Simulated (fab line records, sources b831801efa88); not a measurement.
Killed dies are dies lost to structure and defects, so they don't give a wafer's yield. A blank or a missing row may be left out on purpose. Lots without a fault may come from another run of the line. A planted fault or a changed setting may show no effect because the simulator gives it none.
Which tool did it? | flow sky130 | 14 lots, 42 wafers sampled, at 2 steps of a route of 708

WHAT THE GAUGES READ, wafer by wafer
SKY_FIELD_ISO_THK_MEAS_25.
lot  | measured    | on            | FIELD_ISO_CVD_24_THK (nm)
L378 | day 2 09:46 | film_metro-03 | 600 589 596
L379 | day 2 15:26 | film_metro-03 | 592 594 587
L380 | day 2 21:13 | film_metro-02 | 594 594 594
L381 | day 3 02:32 | film_metro-03 | 593 585 592
L382 | day 3 05:49 | film_metro-02 | 591 594 599
L383 | day 3 09:02 | film_metro-03 | 594 597 595
L384 | day 3 14:05 | film_metro-03 | 600 594 597
L389 | day 4 17:41 | film_metro-02 | 587 595 590
L390 | day 4 21:53 | film_metro-03 | 599 606 596
L391 | day 5 03:23 | film_metro-03 | 608 602 596
L395 | day 6 01:00 | film_metro-03 | 594 594 592
L397 | day 6 10:52 | film_metro-03 | 591 595 599
L399 | day 7 04:43 | film_metro-02 | 588 593 581
L401 | day 7 07:35 | film_metro-02 | 594 585 579

SKY_PWDE_OVL_MEAS_07.
lot  | measured    | on         | PWDE_OVL (nm)
L378 | day 3 20:35 | overlay-01 | 0.7 1.2 3.7
L379 | day 4 04:17 | overlay-01 | 0.6 -0.5 0.4
L380 | day 4 11:32 | overlay-02 | -2.6 -2.4 -1.3
L381 | day 4 16:22 | overlay-02 | -0.7 -0.6 -2.1
L382 | day 4 18:49 | overlay-01 | 0.7 -0.9 0.0
L383 | day 4 22:26 | overlay-01 | -0.7 -0.6 -2.5
L384 | day 5 05:05 | overlay-01 | 2.8 1.0 2.4
L389 | day 6 11:17 | overlay-02 | -0.7 0.6 -1.3
L390 | day 6 17:43 | overlay-02 | 0.3 -0.6 0.4
L391 | day 6 21:12 | overlay-01 | -0.7 0.1 0.2
L395 | day 7 21:17 | overlay-02 | 1.9 0.9 1.3
L397 | day 8 06:29 | overlay-02 | -0.1 -0.7 1.9
L399 | day 9 00:17 | overlay-02 | -0.6 -1.2 -0.8
L401 | day 9 09:17 | overlay-01 | 4.8 2.3 4.5

WHICH TOOL RAN EACH LOT (tool, then ch and the chambers of the sampled wafers, then the start)
The record holds no process step before these readings.

WHAT THE TOOLS THEMSELVES READ (means of the sampled wafers that have a number; where no wafer has one, the mark that the record gives instead)
The record holds no such reading with a usual standard deviation.

THE ANSWER, worked out from the rows above alone
Rule: what is usual is taken from the lots themselves. Put in order of their means at a reading, lots are off if they are a third of the lots or fewer, leave a main group of 4 or more, and stand apart from it by a gap of 3 or more times the standard deviation of the main group's means; of several such gaps the widest counts. A main group whose means are all the same, to the digits that the tables above print for the reading, isn't used. A lot without any number at a reading at which 4 lots or more have one is off too. The other lots that the step has rows for count as sound. The gauges are gone through in route order, then the tools' own readings, and for those a lot's mean is taken as printed above. The first step at which some lot is off is used, and at that step the reading that is off furthest; a lot without a number counts as furthest.
No lot is off at any reading shown: from this, nothing can be told.

WHAT THE SIMULATOR HAD PUT IN
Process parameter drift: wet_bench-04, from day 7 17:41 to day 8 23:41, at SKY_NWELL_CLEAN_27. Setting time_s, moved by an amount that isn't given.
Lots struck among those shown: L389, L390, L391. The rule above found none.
